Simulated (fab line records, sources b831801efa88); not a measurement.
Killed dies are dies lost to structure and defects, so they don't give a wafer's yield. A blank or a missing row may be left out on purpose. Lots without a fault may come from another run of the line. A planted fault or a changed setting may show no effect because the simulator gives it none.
Problem report in the 8D (eight disciplines) form, filled by code | flow sky130 | the parts of the form that need people (team, actions taken, sign-off) are left out

1. THE PROBLEM
LDD_HVN_TW at SKY_LDD_HVN_TW_MEAS_10 reads a mean of 1292 on 6 wafers of 2 lots; wafers without a fault read 1438 with a standard deviation of 12. That is -12 standard deviations from the usual mean.
First seen on wafer L446.2, day 24 11:28, on film_metro-03. The record holds 42 wafers of 14 lots with a number at this step. Rule for "out", or "out of limits": more than 4 standard deviations from the usual mean. The other wafers with a number count as sound.

2. WHAT IT IS AND WHAT IT IS NOT
question                    | is                           | is not
which readings at this step | LDD_HVN_TW                   | -
which lots                  | L446, L447                   | L438, L440, L442, L444, L452, L453, L455, L456, L457, L459, L460, L461
which wafers of those lots  | all that have a number       | -
read on which gauges        | film_metro-03, film_metro-04 | film_metro-02
when                        | from day 24 11:28            | up to then (12 sound wafers); but 24 sound wafers of L452, L453, L455, L456, L457, L459, L460, L461 came after

3. SUSPECTS, AND WHAT RULES EACH OUT
Counting: a tool at a process step up to the reading stays a suspect if it ran every lot that is out and no sound lot after the first of them.
- the gauge at SKY_LDD_HVN_TW_MEAS_10: ruled out. The wafers that are out were read on 2 gauges (film_metro-03, film_metro-04).
- implanter-01 at SKY_LDD_HVN_IMPLANT_08: ruled out as a lasting fault. Sound lots L459, L460 ran on it after its first lot that is out, L446 (day 24 11:14).
Left after counting: nothing in the record.

4. THE CAUSE (what the simulator had put in)
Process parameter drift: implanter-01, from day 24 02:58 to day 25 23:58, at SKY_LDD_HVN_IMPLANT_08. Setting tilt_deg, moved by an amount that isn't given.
Counting ruled it out, wrongly: the rule takes a fault to strike every lot that its tool runs from its start on, and this one did not.

5. THE CHAIN OF EFFECTS, in route order
Each row: a reading whose mean over the struck wafers that have a number lies more than 3 standard deviations from the usual. Only readings for which the record gives a usual standard deviation are gone through. hours: the time from each lot's start at the first step in this table that gives one to its start at this step, as a median over the lots. sigmas: the change in usual standard deviations.
hours | step                   | reading    | usual          | on struck wafers | change  | sigmas
0     | SKY_LDD_HVN_IMPLANT_08 | tilt_deg   | 40.003 degrees | 0.002            | -40.001 | -99 or more
0     | SKY_LDD_HVN_TW_MEAS_10 | LDD_HVN_TW | 1438           | 1292             | -146    | -12
The process steps in it:
- SKY_LDD_HVN_IMPLANT_08

6. WHAT WOULD HAVE CAUGHT IT SOONER
In this record the first reading out of limits at a measuring or inspecting step was taken at day 24 11:28, 9 hours after the fault began at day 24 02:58.
The tool's own readings at SKY_LDD_HVN_IMPLANT_08 were out on every struck wafer that the step has a row for (tilt_deg): an alarm limit on them would have fired on the first of those.
